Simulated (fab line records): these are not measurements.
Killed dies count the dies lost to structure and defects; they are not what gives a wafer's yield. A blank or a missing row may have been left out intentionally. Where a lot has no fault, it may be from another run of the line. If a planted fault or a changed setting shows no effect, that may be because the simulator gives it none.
Problem report in the 8D (eight disciplines) form, filled by code || flow gf180mcu || the parts of the form that need people (team, actions taken, sign-off) are left out

1. WHAT WENT WRONG
Wafers free of any fault read 10.98 nm (standard deviation 0.21) for DUAL_GATE_OXIDATION_00_THK at GF_DUAL_GATE_THK_MEAS_03, against a mean of 14.30 nm on 6 wafers of 2 lots. That is +16 standard deviations from the usual mean.
Seen first at day 11 23:56 on film_metro-01, wafer L344.3. At this step, 36 wafers from 12 lots have a number in the record. Rule for "out", or "out of limits": more than 4 standard deviations from the usual mean. The rest of the wafers with a number are treated as sound.

2. WHAT IT IS, AND WHAT IT ISN'T
{"question": "which readings at this step", "is": "DUAL_GATE_OXIDATION_00_THK", "is not": "-"}
{"question": "which lots", "is": "L344, L346", "is not": "L329, L330, L332, L333, L336, L337, L340, L341, L343, L352"}
{"question": "which wafers of those lots", "is": "all that have a number", "is not": "-"}
{"question": "read on which gauges", "is": "film_metro-01, film_metro-03", "is not": "film_metro-02"}
{"question": "when", "is": "from day 11 23:56", "is not": "up to then (27 sound wafers); but 3 sound wafers of L352 came after"}

3. THE SUSPECTS, EACH WITH WHAT RULES IT OUT
Counting: a tool at a process step up to the reading stays a suspect if it ran every lot that is out and no sound lot after the first of them.
- ruled out: the gauge at GF_DUAL_GATE_THK_MEAS_03. Those wafers that are out were read across 2 gauges (film_metro-01, film_metro-03).
- furnace-01 at GF_DUAL_GATE_OXIDATION_02 (stabilise 600 s, purge 300 s, target thk 10.887 nm): kept. All lots that are out passed through it, beginning with L344 at day 11 22:28, and no sound lot followed; its final sound lot before that point was L340 at day 10 20:25. On those wafers its own readings are out: spike_tc_bottom_C, spike_tc_centre_C, spike_tc_lower_C, spike_tc_top_C, spike_tc_upper_C, tube_center_temp_C, tube_center_temp_C_max.
The count leaves furnace-01 at GF_DUAL_GATE_OXIDATION_02.

4. THE CAUSE (what the simulator had put in)
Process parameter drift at GF_DUAL_GATE_OXIDATION_02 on furnace-01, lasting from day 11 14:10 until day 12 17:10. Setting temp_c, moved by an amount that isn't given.
Counting left only this tool.

5. THE EFFECT CHAIN, in route order
Each row: a reading whose mean over the struck wafers that have a number lies more than 3 standard deviations from the usual. Scope: only readings with a usual standard deviation given in the record; hours: median across lots of the time from each lot's start at the first step in this table that gives one to its start at this step; sigmas: change in usual standard deviations.
{"hours": 0, "step": "GF_DUAL_GATE_OXIDATION_02", "reading": "spike_tc_bottom_C", "usual": "918.7 C", "on struck wafers": 945.7, "change": "+27.0", "sigmas": "+23"}
{"hours": 0, "step": "GF_DUAL_GATE_OXIDATION_02", "reading": "spike_tc_centre_C", "usual": "899.8 C", "on struck wafers": 928.0, "change": "+28.2", "sigmas": "+23"}
{"hours": 0, "step": "GF_DUAL_GATE_OXIDATION_02", "reading": "spike_tc_lower_C", "usual": "901.0 C", "on struck wafers": 928.2, "change": "+27.2", "sigmas": "+25"}
{"hours": 0, "step": "GF_DUAL_GATE_OXIDATION_02", "reading": "spike_tc_top_C", "usual": "910.4 C", "on struck wafers": 935.2, "change": "+24.8", "sigmas": "+17"}
{"hours": 0, "step": "GF_DUAL_GATE_OXIDATION_02", "reading": "spike_tc_upper_C", "usual": "900.3 C", "on struck wafers": 927.5, "change": "+27.2", "sigmas": "+29"}
{"hours": 0, "step": "GF_DUAL_GATE_OXIDATION_02", "reading": "tube_center_temp_C", "usual": "900 C", "on struck wafers": 927, "change": "+27", "sigmas": "+99 or more"}
{"hours": 0, "step": "GF_DUAL_GATE_OXIDATION_02", "reading": "tube_center_temp_C_max", "usual": 902.4, "on struck wafers": 929.5, "change": "+27.1", "sigmas": "+69"}
{"hours": 0, "step": "GF_DUAL_GATE_OXIDATION_02", "reading": "zone_power_upper_pct", "usual": "17.1 %", "on struck wafers": 19.1, "change": "+2.0", "sigmas": "+3.4"}
{"hours": 1, "step": "GF_DUAL_GATE_THK_MEAS_03", "reading": "DUAL_GATE_OXIDATION_00_THK", "usual": "10.98 nm", "on struck wafers": 14.30, "change": "+3.32", "sigmas": "+16"}
The process steps in it:
- GF_DUAL_GATE_OXIDATION_02: stabilise 600 s, purge 300 s, target thk 10.887 nm.
At these later measuring or inspecting steps, every struck wafer for which the step has a row has a number for every such reading, and none has moved that far: GF_V1_THK_MEAS_01.

6. WHAT WOULD HAVE CAUGHT IT SOONER
The first out-of-limits reading at a measuring or inspecting step in this record came at day 11 23:56, 10 hours after the fault's start at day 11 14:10.
The tool's own readings at GF_DUAL_GATE_OXIDATION_02 were out on every struck wafer that the step has a row for (spike_tc_bottom_C, spike_tc_centre_C, spike_tc_lower_C, spike_tc_top_C, spike_tc_upper_C, tube_center_temp_C, tube_center_temp_C_max): an alarm limit on them would have fired on the first of those.
Of the lots that are out (2), L346 began GF_DUAL_GATE_OXIDATION_02 on furnace-01 after day 11 23:56. Putting the tool on hold at that point would have spared it.
